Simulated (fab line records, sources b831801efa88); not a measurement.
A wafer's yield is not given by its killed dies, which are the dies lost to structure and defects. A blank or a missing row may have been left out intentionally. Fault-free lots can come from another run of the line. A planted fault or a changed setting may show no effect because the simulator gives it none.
Chamber matching | flow gf180mcu | GF_V1_CVD_02 on pecvd-02: 3 sister chambers
The step deposits SiO2 from TEOS, target thk 850 nm, time 94.851 s. 14 wafers are shown with their chamber, then 7 later ones without.

EACH WAFER AND ITS CHAMBER
wafer  | chamber | heater-power-w (W) | rf-fwd-power-W (W)
L975.2 | 1       | 843                | 597.2
L975.3 | 2       | 722                | 596.5
L975.4 | 2       | 604                | 600.3
L977.1 | 2       | 666                | 598.4
L977.3 | 0       | 746                | 600.4
L977.5 | 1       | 843                | 596.9
L980.6 | 1       | 708                | 598.0
L983.4 | 1       | 822                | 596.9
L983.5 | 0       | 760                | 599.3
L992.1 | 1       | 788                | 601.4
L992.2 | 0       | 816                | 594.6
L992.3 | 2       | 650                | 597.5
L994.2 | 0       | 838                | 599.1
L994.3 | 2       | 731                | 595.0

SIGNATURES, as means of the wafers listed above
reading        | chamber 0 | chamber 1 | chamber 2 | scatter within a chamber
heater-power-w | 790.00    | 800.80    | 674.60    | 52
rf-fwd-power-W | 598.350   | 598.080   | 597.540   | 2.14
Rule: distance of a wafer from a chamber = root of the sum over the readings of ((wafer's reading minus chamber's mean) / reading's scatter) squared. If the next closest chamber is less than 2 further off than the closest, the wafer can't be placed; otherwise it belongs to the closest. How the scatter is found: for the shown wafers, subtract from each reading the mean of its chamber, square and add these, divide the total by (wafers less chambers), then take the root.

WAFERS WHOSE CHAMBER IS MISSING
wafer  | heater-power-w (W) | rf-fwd-power-W (W)
L994.4 | 595                | 596.7
L996.1 | 739                | 595.1
L996.2 | 863                | 596.6
L996.4 | 593                | 597.1
L997.1 | 634                | 596.3
L997.2 | 828                | 595.7
L997.3 | 870                | 598.1

EACH ONE'S CHAMBER
wafer  | from the rows above          | in truth
L994.4 | 2                            | 2
L996.1 | can't be placed: 2 or 0 or 1 | 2
L996.2 | can't be placed: 1 or 0      | 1
L996.4 | 2                            | 2
L997.1 | 2                            | 2
L997.2 | can't be placed: 1 or 0 or 2 | 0
L997.3 | can't be placed: 1 or 0      | 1
3 of 7 placed correctly. Not placeable from these rows: 4 (in 4, the candidates include the true chamber). 0 placed wrongly.
